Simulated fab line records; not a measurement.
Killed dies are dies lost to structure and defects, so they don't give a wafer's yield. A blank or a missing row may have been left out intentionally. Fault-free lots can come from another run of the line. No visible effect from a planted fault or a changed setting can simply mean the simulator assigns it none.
Which of the tools did it? || flow sky130 || 18 wafers sampled from 6 lots at 1 step of a route of 708

== WHAT THE GAUGES READ, wafer by wafer ==
SKY_LDD_LDN_TW_MEAS_13.
{"lot": "L740", "measured": "day 23 23:38", "on": "filmMetro-03", "LDD_LDN_TW": "1487 1490 1486"}
{"lot": "L744", "measured": "day 26 10:54", "on": "filmMetro-03", "LDD_LDN_TW": "1492 1491 1486"}
{"lot": "L746", "measured": "day 27 01:29", "on": "filmMetro-02", "LDD_LDN_TW": "1467 1471 1476"}
{"lot": "L748", "measured": "day 27 10:50", "on": "filmMetro-02", "LDD_LDN_TW": "1476 1472 1478"}
{"lot": "L750", "measured": "day 28 18:39", "on": "filmMetro-03", "LDD_LDN_TW": "1495 1498 1495"}
{"lot": "L752", "measured": "day 28 23:49", "on": "filmMetro-02", "LDD_LDN_TW": "1479 1482 1470"}

== EACH LOT AND THE TOOL THAT RAN IT (in order: tool; ch and the chambers of the sampled wafers; start) ==
The record shows no process step preceding these readings.

== THE ANSWER, worked out from the rows above alone ==
Rule: usual is defined by the lots themselves. Put in order of their means at a reading, lots are off if they are a third of the lots or fewer, leave a main group of 4 or more, and stand apart from it by a gap of 3 or more times the standard deviation of the main group's means; of several such gaps the widest counts. If all means in a main group match to the digits the tables above print for the reading, that group is not used. Also off: a lot with no number at a reading for which 4 or more lots have one. The other lots that the step has rows for count as sound.
Across all readings shown, no lot is off: no conclusion can be drawn from this.

== WHAT WAS PUT IN BY THE SIMULATOR ==
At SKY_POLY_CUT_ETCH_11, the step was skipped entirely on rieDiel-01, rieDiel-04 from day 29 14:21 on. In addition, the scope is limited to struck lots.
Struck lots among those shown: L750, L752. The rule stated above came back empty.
